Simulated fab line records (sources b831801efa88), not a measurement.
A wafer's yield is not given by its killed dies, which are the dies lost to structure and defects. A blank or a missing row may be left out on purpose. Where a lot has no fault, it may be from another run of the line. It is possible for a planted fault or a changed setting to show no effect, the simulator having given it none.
Comparing a struck lot with a sound one	flow sky130	26 steps out of a route of 708
Sound: the wafers L804.2, L804.4, L804.6. The struck wafers were L820.3, L820.4, L820.6. Last of all comes the cause.
Order at every step that has rows: each side's tool, ch and its chambers, its first start. Under that, the readings that differ: sound wafers	struck wafers	difference of the means	sigmas: that difference in standard deviations of wafers without a fault.
alike: readings whose means differ by less than 2 such deviations, and words and numbers that are the same on both sides. not compared: withheld readings, readings that some wafer has no value for, bounds like >300 that may hide the same value, and numbers for which the record gives no deviation and whose values overlap.
A row with sigmas, a row that says differs or no value, or rows on one side alone: a step with any of these is where the two part. When numbers do not overlap yet have no deviation, they are printed without sigmas and do not part them. Lack of a reading on every wafer of one side parts them only where that side has two or more wafers.

first, 1 step without rows for these wafers: SKY_VT_ADJUST_HVTP_IMPLANT_09.
SKY_VT_ADJUST_HVTP_STRIP_10: strips in O2/N2.
  sound on plasmaAsher-03 ch 0,1, day 6 00:52; struck on plasmaAsher-02 ch 0,1, day 10 07:29
  alike: chamberPressureMTorr, drypumpMotorCurrentA, oesProductAu, stripTimeToEndpointS
  not compared: rfHoursCounterH
SKY_VT_ADJUST_HVTP_TW_MEAS_11:
  struck on filmMetro-02, day 10 07:34; sound on filmMetro-01, day 6 00:58
reading	sound	struck	difference	sigmas
VT_ADJUST_HVTP_TW	1367 1366 1363	1346 1347 1346	-19	-3
then, 7 steps without rows for these wafers: SKY_VT_ADJUST_LVTN_DEHYDRATE_00 (time 60 s); SKY_VT_ADJUST_LVTN_HMDS_01 (prime time 60 s); SKY_VT_ADJUST_LVTN_COAT_02 (resist thk 3000 nm); SKY_VT_ADJUST_LVTN_SOFTBAKE_03; SKY_VT_ADJUST_LVTN_EXPOSE_04 (exposes mask NWM COMPLEMENT LESS NATIVE, target cd 840 nm); SKY_VT_ADJUST_LVTN_PEB_05; SKY_VT_ADJUST_LVTN_DEVELOP_06 (develop time 61 s).
SKY_VT_ADJUST_LVTN_OVL_MEAS_07:
  struck on overlay-02, day 11 04:40; sound on overlay-02, day 6 19:48
  alike: VT_ADJUST_LVTN_OVL
next, for these wafers, 1 step has no rows: SKY_VT_ADJUST_LVTN_IMPLANT_08.
SKY_VT_ADJUST_LVTN_STRIP_09: strips in O2/N2.
  sound on plasmaAsher-02 ch 0,1, day 6 19:59; struck on plasmaAsher-01 ch 0,1, day 11 04:52
reading	sound	struck	difference	sigmas
oesProductAu (a.u.)	0.729 0.714 0.730	0.946 0.950 0.944	+0.222	+48
stripTimeToEndpointS (s)	37.02 36.87 37.06	- - -	no value on the struck wafers	
model.coat_of_VT_ADJUST_LVTN_COAT_02.thkNm (nm)	0 0 0	1221 1223 1219	+1221	
  alike: chamberPressureMTorr, drypumpMotorCurrentA
  not compared: rfHoursCounterH
SKY_VT_ADJUST_LVTN_TW_MEAS_10:
  struck on filmMetro-01, day 11 04:58; sound on filmMetro-03, day 6 20:05
reading	sound	struck	difference	sigmas
VT_ADJUST_LVTN_TW	238.9 240.1 239.3	242.3 242.8 243.2	+3.3	+3
then, 7 steps without rows for these wafers: SKY_VT_ADJUST_LVTN_DEHYDRATE_11 (time 60 s); SKY_VT_ADJUST_LVTN_HMDS_12 (prime time 60 s); SKY_VT_ADJUST_LVTN_COAT_13 (resist thk 1140 nm); SKY_VT_ADJUST_LVTN_SOFTBAKE_14 (time 60 s); SKY_VT_ADJUST_LVTN_EXPOSE_15 (exposes mask HVN STD DERIVED, target cd 600 nm); SKY_VT_ADJUST_LVTN_PEB_16; SKY_VT_ADJUST_LVTN_DEVELOP_17 (develop time 60 s).
SKY_VT_ADJUST_LVTN_OVL_MEAS_18:
  struck on overlay-02, day 12 04:20; sound on overlay-01, day 7 15:01
  alike: VT_ADJUST_LVTN_01_OVL
next, for these wafers, 1 step has no rows: SKY_VT_ADJUST_LVTN_IMPLANT_19.
SKY_VT_ADJUST_LVTN_STRIP_20: strips in O2/N2.
  sound on plasmaAsher-02 ch 0,1, day 7 15:12; struck on plasmaAsher-02 ch 0,1, day 12 04:32
reading	sound	struck	difference	sigmas
stripTimeToEndpointS (s)	14.18 14.21 14.22	32.47 32.47 32.41	+18.25	+99 or more
  alike: chamberPressureMTorr, drypumpMotorCurrentA, oesProductAu
  not compared: rfHoursCounterH
SKY_VT_ADJUST_LVTN_TW_MEAS_21:
  struck on filmMetro-04, day 12 04:37; sound on filmMetro-01, day 7 15:19
reading	sound	struck	difference	sigmas
VT_ADJUST_LVTN_2_TW	187.3 187.8 186.9	30.3 30.2 30.2	-157.1	-99 or more
then, 1 step without rows for these wafers: SKY_VT_ADJUST_NCORE_DEHYDRATE_00 (time 60 s).

## WHERE THEY PART
Earliest at SKY_VT_ADJUST_HVTP_TW_MEAS_11; latest, in this record, at SKY_VT_ADJUST_LVTN_TW_MEAS_21.

WHY: what the simulator had put in
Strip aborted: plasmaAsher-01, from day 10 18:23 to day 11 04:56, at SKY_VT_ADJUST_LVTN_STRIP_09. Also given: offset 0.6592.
